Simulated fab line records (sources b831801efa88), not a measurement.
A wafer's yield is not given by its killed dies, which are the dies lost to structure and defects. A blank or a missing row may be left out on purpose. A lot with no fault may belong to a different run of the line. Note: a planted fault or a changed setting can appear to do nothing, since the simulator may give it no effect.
Matching of chambers	flow sfqLine	cmp-02 running SFQ_TRILAYER_I0_CMP_CMP_028: 4 sister chambers
The step polishes SiO2. 8 wafers are shown with their chamber, then 7 later ones without.

## WAFERS, EACH WITH ITS CHAMBER
wafer	chamber	motorCurrentA (A)	timeToEndpointS (s)
L815.1	1	10.0	200
L816.3	1	10.2	210
L820.4	3	9.7	232
L821.2	3	9.3	227
L821.4	2	10.5	237
L821.6	0	9.5	227
L823.4	0	9.6	210
L823.2	2	10.8	211

## WAFERS WITHOUT THEIR CHAMBER
wafer	motorCurrentA (A)	timeToEndpointS (s)
L823.6	9.7	213
L826.1	10.1	198
L826.2	10.3	207
L826.5	9.8	213
L829.3	10.7	220
L829.2	9.6	213
L829.6	10.1	213

## WHICH CHAMBER EACH ONE RAN IN
wafer	from the rows above	in truth
L823.6	can't be placed: 0 or 3 or 1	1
L826.1	1	1
L826.2	can't be placed: 1 or 2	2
L826.5	can't be placed: 0 or 1 or 3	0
L829.3	2	2
L829.2	can't be placed: 0 or 3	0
L829.6	1	1
Placed correctly: 3 of 7. Can't be placed from these rows: 4 (the true chamber is among the candidates in 4). Number placed wrongly: 0.
How it was worked out, from the rows above alone: a wafer's distance from a chamber is the root of the sum, over the readings, of the square of ((its reading less the chamber's mean) divided by the reading's scatter). If the next closest chamber is less than 2 further off than the closest, the wafer can't be placed; otherwise it belongs to the closest. Each chamber's mean is taken over the wafers shown for it. How the scatter is found: for the shown wafers, subtract from each reading the mean of its chamber, square and add these, divide the total by (wafers less chambers), then take the root.
